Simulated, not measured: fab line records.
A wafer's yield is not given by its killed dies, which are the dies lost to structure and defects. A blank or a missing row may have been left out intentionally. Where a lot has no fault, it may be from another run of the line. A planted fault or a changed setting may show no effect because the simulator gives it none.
2 desks, one fault    flow gf180mcu    each desk has only its own numbers; what lay behind them comes last

== THE TOOL OWNER'S DESK: implanter-03 ==
The tool's own readings at GF_NSD_IMPLANT_09: means of the sampled wafers that have a number, for each lot that ran on this tool. The brackets show how far a lot's mean lies from the usual mean; more than 4 standard deviations puts the lot out of limits, marked OUT.
Columns: A = beam energy keV at GF_NSD_IMPLANT_09, usual 60.002; B = dose ions cm2 at GF_NSD_IMPLANT_09, usual 3.998e+15; C = faraday current uA at GF_NSD_IMPLANT_09, usual 10867
lot   first seen here  A                         B          C
L594  day 15 21:34     60.011                    4.000e+15  10752
L598  day 17 03:38     44.268 (-99 or more) OUT  3.998e+15  10844
L599  day 17 12:55     44.245 (-99 or more) OUT  3.996e+15  10447
L607  day 20 13:40     60.006                    3.999e+15  10513
L608  day 20 21:58     60.012                    3.995e+15  10302
This desk finds L598, L599 out of limits, L598 being first, at day 17 03:38 (beam energy keV at GF_NSD_IMPLANT_09). In limits: L594, L607, L608.

== FROM THE METROLOGY DESK ==
Lot by lot, what the gauges showed, no matter which tool ran the lot: averages of those sampled wafers that carry a number. The brackets show how far a lot's mean lies from the usual mean; more than 4 standard deviations puts the lot out of limits, marked OUT.
Columns: A = cd nm at GF_HV_LDD_CD_MEAS_46, usual 399.5 nm; B = HV_LDD_CVD_56_THK at GF_HV_LDD_THK_MEAS_57, usual 90.5 nm; C = NSD_TW at GF_NSD_TW_MEAS_12, usual 4243; D = NSD_RS at GF_PSD_RS_MEAS_14, usual 46.16 ohm/sq
lot   first seen here  A      B     C                D
L587  day 12 11:24     399.4  89.9  4227             46.25
L588  day 12 21:01     396.5  89.3  4229             46.28
L594  day 14 19:11     402.2  90.1  4258             46.06
L598  day 16 01:45     400.8  89.8  4011 (-9.3) OUT  50.65 (+41) OUT
L599  day 16 11:09     399.4  89.2  4055 (-7.5) OUT  50.71 (+41) OUT
L605  day 18 19:45     400.0  92.1  4225             46.13
L606  day 19 07:09     399.6  91.7  4274             46.22
L607  day 19 10:41     400.9  92.6  4242             46.19
L608  day 19 18:35     400.4  90.2  4205             46.13
L610  day 20 05:49     400.2  90.5  4272             46.11
L609  day 20 07:57     396.8  91.9  4253             46.25
This desk's finding: out of limits on L598, L599; first on L598, day 17 04:02 (NSD_TW at GF_NSD_TW_MEAS_12). In limits: L587, L588, L594, L605, L606, L607, L608, L610, L609.

== ALL TOGETHER ==
At day 17 03:38, on L598, L599, the tool owner's desk was in a position to raise an alarm.
An alarm was possible from the metrology desk at day 17 04:02, on L598, L599.
All the named lots went through GF_NSD_IMPLANT_09 on implanter-03.

== WHAT WAS PUT IN BY THE SIMULATOR ==
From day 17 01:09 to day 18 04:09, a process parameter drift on implanter-03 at GF_NSD_IMPLANT_09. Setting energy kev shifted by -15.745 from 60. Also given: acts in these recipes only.
Shown lots that were struck: L598, L599.
Hours from the fault's start to each desk's first reading out of limits: the tool owner's desk, 2; the metrology desk, 3.
